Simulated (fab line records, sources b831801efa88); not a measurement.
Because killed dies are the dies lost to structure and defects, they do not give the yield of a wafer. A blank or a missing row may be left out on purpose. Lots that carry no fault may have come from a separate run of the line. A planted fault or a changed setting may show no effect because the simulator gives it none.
Chamber matching || flow sky130 || SKY_FIELD_ISO_ETCH_15 on rie_diel-02: 4 sister chambers
The step etches the open film in CHF3/O2, stops on Si, target depth 180 nm, time 72 s. 4 wafers are shown with their chamber, then 8 later ones without.

== WAFERS, EACH WITH ITS CHAMBER ==
{"wafer": "L384.1", "chamber": 3, "bias_w (W)": 199.2}
{"wafer": "L384.3", "chamber": 2, "bias_w (W)": 200.4}
{"wafer": "L386.1", "chamber": 0, "bias_w (W)": 199.7}
{"wafer": "L386.5", "chamber": 1, "bias_w (W)": 199.6}

== WAFERS WHOSE CHAMBER IS MISSING ==
{"wafer": "L386.6", "bias_w (W)": 199.2}
{"wafer": "L389.1", "bias_w (W)": 200.0}
{"wafer": "L389.2", "bias_w (W)": 199.9}
{"wafer": "L389.5", "bias_w (W)": 200.3}
{"wafer": "L394.1", "bias_w (W)": 199.9}
{"wafer": "L394.4", "bias_w (W)": 200.4}
{"wafer": "L395.1", "bias_w (W)": 200.2}
{"wafer": "L395.6", "bias_w (W)": 199.8}

== WHICH CHAMBER EACH ONE RAN IN ==
{"wafer": "L386.6", "from the rows above": 3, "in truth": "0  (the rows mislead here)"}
{"wafer": "L389.1", "from the rows above": "can't be placed: 0 or 1 or 2", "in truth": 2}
{"wafer": "L389.2", "from the rows above": "can't be placed: 0 or 1 or 2", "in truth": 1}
{"wafer": "L389.5", "from the rows above": 2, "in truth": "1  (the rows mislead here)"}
{"wafer": "L394.1", "from the rows above": "can't be placed: 0 or 1 or 2", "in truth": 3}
{"wafer": "L394.4", "from the rows above": 2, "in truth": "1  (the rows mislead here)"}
{"wafer": "L395.1", "from the rows above": "can't be placed: 2 or 0", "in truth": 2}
{"wafer": "L395.6", "from the rows above": "can't be placed: 0 or 1", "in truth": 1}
Correct placement for 0 of the 8. Unplaceable from these rows: 5, with the true chamber sitting among the candidates in 4. Number placed wrongly: 3.
How it was worked out, from the rows above alone: a wafer's distance from a chamber is the root of the sum, over the readings, of the square of ((its reading less the chamber's mean) divided by the reading's scatter). The wafer belongs to the nearest chamber; if the next one is less than 2 further off, it can't be placed. The mean given for a chamber averages the wafers shown for that chamber. The scatter: root of mean squared gap, hidden wafer to nearest shown wafer, with one shown wafer a chamber.
